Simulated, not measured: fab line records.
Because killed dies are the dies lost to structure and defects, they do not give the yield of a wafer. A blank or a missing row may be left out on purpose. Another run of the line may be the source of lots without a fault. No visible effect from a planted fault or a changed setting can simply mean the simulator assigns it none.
Matching of chambers	flow gf180mcu	GF_V5_ETCH_16 on rieDiel-01: 4 sister chambers
The step etches BARC in N2/H2. 16 wafers are shown with their chamber, then 8 later ones without.

== WAFERS WITH THEIR CHAMBER ==
wafer	chamber	drypumpMotorCurrentA (A)	n2FlowSccm (sccm)	chamberPressureMTorr (mTorr)
L076.1	1	4.9	100.5	29.996
L076.2	0	5.5	100.0	29.956
L076.5	3	5.4	99.6	30.022
L078.3	0	5.5	99.9	30.003
L078.4	2	6.3	99.8	30.013
L078.6	3	5.4	100.0	30.023
L080.3	3	5.4	99.9	29.971
L080.4	2	6.3	100.5	30.014
L080.6	0	5.5	99.9	29.968
L082.1	3	5.4	99.6	29.991
L082.2	2	6.4	99.9	29.993
L082.5	0	5.5	99.9	29.946
L083.2	3	5.4	99.8	30.004
L083.3	1	4.9	100.0	30.031
L083.4	0	5.5	99.6	30.033
L085.1	2	6.3	100.1	30.043

SIGNATURES (means of the wafers above)
reading	chamber 0	chamber 1	chamber 2	chamber 3	scatter within a chamber
drypumpMotorCurrentA	5.500	4.900	6.325	5.400	0.025
n2FlowSccm	99.860	100.250	100.075	99.780	0.23
chamberPressureMTorr	29.98120	30.01350	30.01575	30.00220	0.0274
Rule: a wafer's distance from a chamber is the root of the sum, over the readings, of the square of ((its reading less the chamber's mean) divided by the reading's scatter). The wafer belongs to the nearest chamber; if the next one is less than 2 further off, it can't be placed. The scatter: the root of (the sum of the squares of (reading less its chamber's mean) over the shown wafers, divided by (wafers less chambers)).

== WAFERS WITH NO CHAMBER GIVEN ==
wafer	drypumpMotorCurrentA (A)	n2FlowSccm (sccm)	chamberPressureMTorr (mTorr)
L085.2	4.9	99.9	29.945
L085.5	5.4	100.1	29.987
L087.1	4.9	99.9	29.992
L087.3	5.4	99.9	29.997
L087.5	6.3	99.9	29.990
L089.1	4.9	100.2	30.002
L089.5	5.4	100.1	29.960
L089.6	6.3	100.0	30.068

== THE CHAMBER EACH PASSED THROUGH ==
wafer	from the rows above	in truth
L085.2	1	1
L085.5	3	3
L087.1	1	1
L087.3	3	3
L087.5	2	2
L089.1	1	1
L089.5	3	3
L089.6	2	2
Correct placement for 8 of the 8. Can't be placed from these rows: 0. 0 placed wrongly.
